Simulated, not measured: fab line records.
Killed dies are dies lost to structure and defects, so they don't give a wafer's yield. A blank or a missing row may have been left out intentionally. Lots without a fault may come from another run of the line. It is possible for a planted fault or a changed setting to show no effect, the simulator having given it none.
Split-lot trial	flow gf180mcu	23 wafers read from 5 lots, route of 602 steps

ON THE SPLIT
At GF_CONTACT_CMP_04 (polishes SiO2), the setting leaveAboveRefNm was moved away from the recipe's 560 nm on 9 of the 23 wafers read, by -3.1% to +4.9%. All remaining wafers had this setting at the recipe value.

FROM THE SPLIT TO THE READING: what the file shows between them, 5 steps
- GF_CONTACT_EXPOSE_11: exposes mask Contact, target cd 220 nm (also split here: doseMj)
- GF_CONTACT_PEB_12: peb time 90 s
- GF_CONTACT_DEVELOP_13: develop time 60 s
- GF_CONTACT_CD_MEAS_14: target cd 220 nm
- GF_CONTACT_ETCH_16: etches BARC in N2/H2 (also split here: biasW)

THE READING
CONTACT.featureDepthNm (the simulator's own value, which no gauge read), in nm, at GF_CONTACT_ETCH_17 (etches SiO2 in C4F8/O2/Ar, stops on CoSi2, target depth 860 nm). The file gives no usual value for it. Average 858.1 nm, standard deviation 3.9 nm, over the 14 wafers here run with the recipe.

wafer	tool, chamber at the split	leaveAboveRefNm as run, nm	against the recipe	CONTACT.featureDepthNm, nm	against lot-mates on the recipe
L074.1	cmp-02, 2	560	recipe	865	-
L074.2	cmp-02, 1	560	recipe	862.2	-
L074.3	cmp-02, 0	560	recipe	860.2	-
L074.4	cmp-02, 3	560	recipe	860.1	-
L074.5	cmp-02, 1	560	recipe	861.4	-
L076.1	cmp-01, 1	560	recipe	860.3	-
L076.3	cmp-01, 3	586.3	+4.7%	886.5	+26.8
L076.4	cmp-01, 0	586.3	+4.7%	888	+28.3
L076.5	cmp-01, 0	586.3	+4.7%	888.3	+28.6
L076.6	cmp-01, 3	560	recipe	859.1	-
L079.1	cmp-02, 3	560	recipe	851.8	-
L079.4	cmp-02, 2	560	recipe	854.9	-
L079.5	cmp-02, 2	560	recipe	852.1	-
L080.1	cmp-02, 2	560	recipe	853.8	-
L080.2	cmp-02, 1	587.3	+4.9%	885	+30.2
L080.3	cmp-02, 3	587.3	+4.9%	885.9	+31.1
L080.5	cmp-02, 0	560	recipe	855.7	-
L080.6	cmp-02, 3	587.3	+4.9%	881.7	+27.0
L083.2	cmp-02, 2	560	recipe	860.8	-
L083.3	cmp-02, 3	542.4	-3.1%	842.1	-16.4
L083.4	cmp-02, 0	542.4	-3.1%	844.6	-13.9
L083.5	cmp-02, 3	542.4	-3.1%	842.5	-16.0
L083.6	cmp-02, 0	560	recipe	856.3	-

THE FIT
A straight line over all 23 wafers: CONTACT.featureDepthNm changes by +5.54 nm for each +1% of leaveAboveRefNm; r = +0.97; the points scatter about the line by 3.6 nm.
The same after taking each lot's own level away (the mean of its wafers on the recipe; 23 wafers): +5.73 nm for each +1%; r = +0.99; scatter 1.8 nm.
The reading moves by 28 nm for the largest change in leaveAboveRefNm, on that fit.
The span of the lots' own levels, 852.93 to 861.78 nm, comes to 2.3 times the standard deviation stated above.
Hence the lot-to-lot level has little effect on the slope; both slopes agree.
Check: +28.3 nm against its lot-mates is what the line predicts for one of the wafers moved furthest among these (+4.9%) when that wafer is left out of the fit. Against them it came out at +30.2 nm.

OTHER SPLITS ON THESE WAFERS
Note: prior to the reading, these wafers also went through further splits. Each is held against what the fit with the lots' levels taken away leaves over:
other split on the same wafers	wafers away from the commonest value	r with CONTACT.featureDepthNm (lot level and that fit taken away)
GF_NSD_IMPLANT_09 energyKev	10	+0.20
GF_PSD_DEVELOP_06 devTempC	10	-0.07
GF_SAB_COAT_04 resistThkNm	6	+0.03
GF_SAB_EXPOSE_06 doseMj	8	+0.09
GF_CONTACT_EXPOSE_11 doseMj	7	+0.31
GF_CONTACT_ETCH_16 biasW	9	+0.07

THE WHOLE CHAIN: every reading that the file lists as answering this split, in the file's order
step	what it does	reading	change (the file's fit)	r (the file's)
GF_CONTACT_CMP_04	polishes SiO2	SiO2_of_CONTACT_CVD_02.thkNm (the simulator's own value, which no gauge read)	+5.67 nm for each +1% of the setting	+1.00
GF_CONTACT_ETCH_17	etches SiO2 in C4F8/O2/Ar, stops on CoSi2, target depth 860 nm	CONTACT.featureDepthNm (the simulator's own value, which no gauge read)	+5.8 nm for each +1% of the setting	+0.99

FILE'S OWN FIT
CONTACT.featureDepthNm changes by +5.8 nm for each +1% of leaveAboveRefNm, r = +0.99.
